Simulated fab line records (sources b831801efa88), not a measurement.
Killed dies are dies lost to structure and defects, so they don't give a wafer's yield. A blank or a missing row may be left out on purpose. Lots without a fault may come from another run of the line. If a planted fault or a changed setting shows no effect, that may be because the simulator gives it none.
Shared-tool check ; flow gf180mcu ; Sampled: 12 lots, 36 wafers

== WHAT PROMPTED THE OPENING ==
At GF_V2_RS_MEAS_24 the reading V2_W_RS is flagged on 2 of 12 lots. Fault-free wafers read 0.328 ohm/sq, with a standard deviation of 0.0037.
Rule: a lot is flagged in two cases, either no wafer of it has a number, or all its wafers with numbers fall more than 4 standard deviations from that mean. As for the other lots, they are considered sound.

lot;measured;on;V2_W_RS (ohm/sq), wafer by wafer;flag
L154;day 20 05:47;film_metro-02;0.327 0.321 0.325;
L155;day 20 09:43;film_metro-03;0.325 0.326 0.323;
L156;day 21 02:29;film_metro-03;0.324 0.322 0.322;
L157;day 21 13:38;film_metro-02;0.326 0.329 0.333;
L160;day 22 13:55;film_metro-03;0.311 0.309 0.310;FLAGGED
L161;day 22 22:50;film_metro-04;0.310 0.313 0.309;FLAGGED
L168;day 25 13:47;film_metro-04;0.328 0.327 0.328;
L171;day 26 13:36;film_metro-04;0.325 0.323 0.327;
L172;day 26 18:40;film_metro-02;0.329 0.321 0.327;
L173;day 27 02:21;film_metro-02;0.331 0.329 0.331;
L175;day 27 17:56;film_metro-02;0.328 0.330 0.326;
L177;day 28 00:38;film_metro-04;0.324 0.323 0.334;
On average the flagged lots' numbers are 0.310 ohm/sq, which is -0.018 ohm/sq against the usual, or -5 standard deviations.

== TOOL THAT RAN EACH LOT ==
The record holds 3 process steps before the reading, out of a route of 602 steps. Every cell lists first the tool, next ch and the chambers used by the sampled wafers, and last the start.
lot;flag;GF_V2_CVD_02;GF_V2_CMP_04;GF_V2_CVD_23
L154;;pecvd-04 ch 0,1,2, day 19 03:33;cmp-02 ch 0,1,2, day 19 03:41;cvd_w-02 ch 0,1, day 20 05:41
L155;;pecvd-01 ch 0,1,2, day 19 07:58;cmp-02 ch 0,3, day 19 08:07;cvd_w-01 ch 0,1, day 20 09:35
L156;;pecvd-02 ch 0,2, day 20 01:13;cmp-02 ch 1,2,3, day 20 01:24;cvd_w-02 ch 0,1, day 21 02:22
L157;;pecvd-02 ch 0,1, day 20 11:40;cmp-02 ch 0,1,2, day 20 11:48;cvd_w-01 ch 0,1, day 21 13:29
L160;FLAGGED;pecvd-02 ch 0,1,2, day 21 11:20;cmp-02 ch 0,1,3, day 21 12:58;cvd_w-01 ch 0,1, day 22 13:47
L161;FLAGGED;pecvd-01 ch 0,2, day 21 22:05;cmp-01 ch 1,2,3, day 21 22:16;cvd_w-01 ch 0,1, day 22 22:43
L168;;pecvd-02 ch 0,1,2, day 24 14:50;cmp-01 ch 0,2,3, day 24 15:01;cvd_w-02 ch 0,1, day 25 13:40
L171;;pecvd-04 ch 0,1, day 25 14:38;cmp-01 ch 1,2, day 25 14:46;cvd_w-01 ch 0,1, day 26 13:28
L172;;pecvd-04 ch 0,2, day 25 20:19;cmp-02 ch 1,2,3, day 25 20:27;cvd_w-01 ch 0,1, day 26 18:33
L173;;pecvd-02 ch 0,2, day 26 03:45;cmp-02 ch 0,1,2, day 26 03:59;cvd_w-02 ch 1, day 27 02:14
L175;;pecvd-02 ch 1,2, day 26 20:34;cmp-01 ch 0,2,3, day 26 20:45;cvd_w-01 ch 0,1, day 27 17:50
L177;;pecvd-01 ch 0,1, day 27 02:35;cmp-01 ch 1,2,3, day 27 02:56;cvd_w-01 ch 0,1, day 28 00:32
What the steps here do:
- GF_V2_CVD_02: deposits SiO2 from TEOS, target thk 850 nm, time 94.851 s.
- GF_V2_CMP_04: polishes SiO2.
- GF_V2_CVD_23: deposits W, target thk 350 nm, time 104.94 s.
- GF_V2_RS_MEAS_24: measures by four-point-probe.

== FLAGGED OVER TOTAL, TOOL BY TOOL (the gauges that took the reading come last) ==
step;tool;lots run;flagged;share of the flagged lots;sound lots run after its first flagged lot
GF_V2_CVD_02;pecvd-01;3;1;some;1 (L177)
GF_V2_CVD_02;pecvd-02;6;1;some;3 (L168,L173,L175)
GF_V2_CVD_02;pecvd-04;3;0;none;-
GF_V2_CMP_04;cmp-01;5;1;some;4 (L168,L171,L175,L177)
GF_V2_CMP_04;cmp-02;7;1;some;2 (L172,L173)
GF_V2_CVD_23;cvd_w-01;8;2;all;4 (L171,L172,L175,L177)
GF_V2_CVD_23;cvd_w-02;4;0;none;-
GF_V2_RS_MEAS_24;film_metro-02;5;0;none;-
GF_V2_RS_MEAS_24;film_metro-03;3;1;some;0
GF_V2_RS_MEAS_24;film_metro-04;4;1;some;3 (L168,L171,L177)

== WHAT THE TABLE PERMITS ==
All flagged lots share 1 row of the table, namely cvd_w-01 at GF_V2_CVD_23.
- cvd_w-01 at GF_V2_CVD_23 ran 8 lots, 2 of them flagged. Lots that were sound ran on it after the first flagged one (L171, L172, L175, L177); a persistent fault on the entire tool would not allow that. Its own readings (chamber_pressure_Torr) fall more than 4 standard deviations out on all wafers of the flagged lots.
Not one row of the table ran every flagged lot while running no sound lot after the first.

== WHAT THE SIMULATOR HAD INSERTED ==
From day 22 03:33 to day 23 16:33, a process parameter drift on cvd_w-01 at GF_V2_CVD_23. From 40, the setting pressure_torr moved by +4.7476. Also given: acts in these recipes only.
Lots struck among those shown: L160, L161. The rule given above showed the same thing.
